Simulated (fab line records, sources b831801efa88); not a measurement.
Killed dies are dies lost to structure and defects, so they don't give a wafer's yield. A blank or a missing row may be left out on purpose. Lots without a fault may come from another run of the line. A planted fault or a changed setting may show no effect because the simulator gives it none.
Which tool did it? | flow sfq_line | 13 lots, 39 wafers sampled, at 1 step of a route of 325

WHAT THE GAUGES READ, wafer by wafer
SFQ_R5_THK_MEAS_934: measures by xrf.
lot  | measured     | on            | R5_MONX_THK (nm)
L586 | day 60 10:38 | film_metro-01 | 39.7 40.1 39.9
L587 | day 60 19:38 | film_metro-01 | 40.6 40.4 40.8
L588 | day 60 22:40 | film_metro-03 | 40.7 40.7 40.3
L589 | day 61 00:27 | film_metro-01 | 41.1 40.8 41.1
L590 | day 61 01:38 | film_metro-03 | 40.4 39.9 40.2
L591 | day 65 10:32 | film_metro-01 | 40.6 40.2 40.9
L592 | day 65 13:32 | film_metro-01 | 40.7 40.7 41.1
L593 | day 65 20:08 | film_metro-04 | 40.8 40.6 40.3
L594 | day 65 22:32 | film_metro-03 | 40.3 39.5 40.4
L595 | day 66 05:10 | film_metro-03 | 40.9 40.3 40.3
L596 | day 66 08:08 | film_metro-03 | 40.2 40.8 40.0
L598 | day 66 14:10 | film_metro-03 | 40.9 39.9 41.0
L609 | day 75 15:05 | film_metro-04 | 40.5 40.4 40.5

WHICH TOOL RAN EACH LOT (tool, then ch and the chambers of the sampled wafers, then the start)
The record holds no process step before these readings.

WHAT THE TOOLS THEMSELVES READ (means of the sampled wafers that have a number; where no wafer has one, the mark that the record gives instead)
The record holds no such reading with a usual standard deviation.

THE ANSWER, worked out from the rows above alone
Rule: what is usual is taken from the lots themselves. Put in order of their means at a reading, lots are off if they are a third of the lots or fewer, leave a main group of 4 or more, and stand apart from it by a gap of 3 or more times the standard deviation of the main group's means; of several such gaps the widest counts. A main group whose means are all the same, to the digits that the tables above print for the reading, isn't used. A lot without any number at a reading at which 4 lots or more have one is off too. The other lots that the step has rows for count as sound. The gauges are gone through in route order, then the tools' own readings, and for those a lot's mean is taken as printed above. The first step at which some lot is off is used, and at that step the reading that is off furthest; a lot without a number counts as furthest.
No lot is off at any reading shown: from this, nothing can be told.

WHAT THE SIMULATOR HAD PUT IN
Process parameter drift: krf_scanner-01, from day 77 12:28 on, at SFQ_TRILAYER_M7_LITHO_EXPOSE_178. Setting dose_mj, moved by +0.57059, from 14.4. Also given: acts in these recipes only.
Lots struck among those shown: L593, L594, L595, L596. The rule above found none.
